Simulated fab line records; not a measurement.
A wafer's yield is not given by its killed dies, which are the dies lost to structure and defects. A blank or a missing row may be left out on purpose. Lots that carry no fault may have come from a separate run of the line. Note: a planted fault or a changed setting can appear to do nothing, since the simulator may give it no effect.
Matching of chambers / flow gf180mcu / GF_PASSIVATION_CVD_00 on pecvd-04: 3 sister chambers
The step deposits SiO2 from TEOS, target thk 1000 nm, time 111.95 s. 14 wafers are shown with their chamber, then 7 later ones without.

## EACH WAFER AND ITS CHAMBER
wafer=L905.1; chamber=0; heaterPowerW (W)=809
wafer=L905.4; chamber=2; heaterPowerW (W)=791
wafer=L905.5; chamber=1; heaterPowerW (W)=635
wafer=L912.1; chamber=1; heaterPowerW (W)=595
wafer=L912.2; chamber=2; heaterPowerW (W)=759
wafer=L912.6; chamber=1; heaterPowerW (W)=626
wafer=L914.2; chamber=1; heaterPowerW (W)=540
wafer=L914.3; chamber=0; heaterPowerW (W)=715
wafer=L914.6; chamber=2; heaterPowerW (W)=805
wafer=L918.2; chamber=0; heaterPowerW (W)=803
wafer=L918.4; chamber=2; heaterPowerW (W)=689
wafer=L918.6; chamber=0; heaterPowerW (W)=636
wafer=L919.1; chamber=1; heaterPowerW (W)=555
wafer=L919.4; chamber=0; heaterPowerW (W)=788

SIGNATURES (averages over the wafers above)
reading=heaterPowerW; chamber 0=750.20; chamber 1=590.20; chamber 2=761.00; scatter within a chamber=58
Rule: distance of a wafer from a chamber = root of the sum over the readings of ((wafer's reading minus chamber's mean) / reading's scatter) squared. The wafer belongs to the nearest chamber; if the next one is less than 2 further off, it can't be placed. The scatter: take each reading less its chamber's mean, square it, sum over the shown wafers, divide by the number of wafers less the number of chambers, and take the root.

## WAFERS WHOSE CHAMBER IS MISSING
wafer=L919.6; heaterPowerW (W)=601
wafer=L920.1; heaterPowerW (W)=616
wafer=L920.4; heaterPowerW (W)=773
wafer=L920.5; heaterPowerW (W)=642
wafer=L922.1; heaterPowerW (W)=553
wafer=L922.2; heaterPowerW (W)=709
wafer=L922.6; heaterPowerW (W)=602

## EACH ONE'S CHAMBER
wafer=L919.6; from the rows above=1; in truth=1
wafer=L920.1; from the rows above=can't be placed: 1 or 0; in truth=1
wafer=L920.4; from the rows above=can't be placed: 2 or 0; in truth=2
wafer=L920.5; from the rows above=can't be placed: 1 or 0 or 2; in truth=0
wafer=L922.1; from the rows above=1; in truth=1
wafer=L922.2; from the rows above=can't be placed: 0 or 2 or 1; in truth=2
wafer=L922.6; from the rows above=1; in truth=1
Correct placement for 3 of the 7. Can't be placed from these rows: 4 (the true chamber is among the candidates in 4). Wrongly placed: 0.
